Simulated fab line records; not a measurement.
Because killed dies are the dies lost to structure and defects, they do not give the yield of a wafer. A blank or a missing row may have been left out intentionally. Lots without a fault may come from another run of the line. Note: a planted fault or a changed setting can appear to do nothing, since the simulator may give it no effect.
Matching of chambers / flow gf180mcu / cmp-01 running GF_CONTACT_CMP_27: 4 sister chambers
The step polishes, stops on SiO2, t overpolish 15 s, target thk 0 nm. 4 wafers are shown with their chamber, then 9 later ones without.

== WAFERS WITH THEIR CHAMBER ==
wafer=L490.1; chamber=2; motor_current_A (A)=9.3
wafer=L490.2; chamber=1; motor_current_A (A)=11.9
wafer=L495.5; chamber=3; motor_current_A (A)=11.1
wafer=L495.6; chamber=0; motor_current_A (A)=9.8

== WAFERS MISSING THEIR CHAMBER ==
wafer=L500.1; motor_current_A (A)=9.7
wafer=L500.2; motor_current_A (A)=9.5
wafer=L500.3; motor_current_A (A)=11.5
wafer=L503.1; motor_current_A (A)=10.8
wafer=L503.2; motor_current_A (A)=9.6
wafer=L503.6; motor_current_A (A)=10.8
wafer=L506.1; motor_current_A (A)=10.1
wafer=L506.2; motor_current_A (A)=11.7
wafer=L506.5; motor_current_A (A)=11.9

== THE CHAMBER EACH PASSED THROUGH ==
wafer=L500.1; from the rows above=can't be placed: 0 or 2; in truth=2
wafer=L500.2; from the rows above=can't be placed: 2 or 0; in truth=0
wafer=L500.3; from the rows above=can't be placed: 1 or 3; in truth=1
wafer=L503.1; from the rows above=3; in truth=3
wafer=L503.2; from the rows above=can't be placed: 0 or 2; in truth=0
wafer=L503.6; from the rows above=3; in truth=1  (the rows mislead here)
wafer=L506.1; from the rows above=0; in truth=0
wafer=L506.2; from the rows above=can't be placed: 1 or 3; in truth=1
wafer=L506.5; from the rows above=1; in truth=1
Placed correctly: 3 of 9. Can't be placed from these rows: 5 (the true chamber is among the candidates in 5). 1 placed wrongly.
How it was worked out, from the rows above alone: a wafer's distance from a chamber is the root of the sum, over the readings, of the square of ((its reading less the chamber's mean) divided by the reading's scatter). If the next closest chamber is less than 2 further off than the closest, the wafer can't be placed; otherwise it belongs to the closest. The mean given for a chamber averages the wafers shown for that chamber. The scatter: with one shown wafer a chamber, the root of the mean of the squares of how far each hidden wafer lies from its nearest shown one.
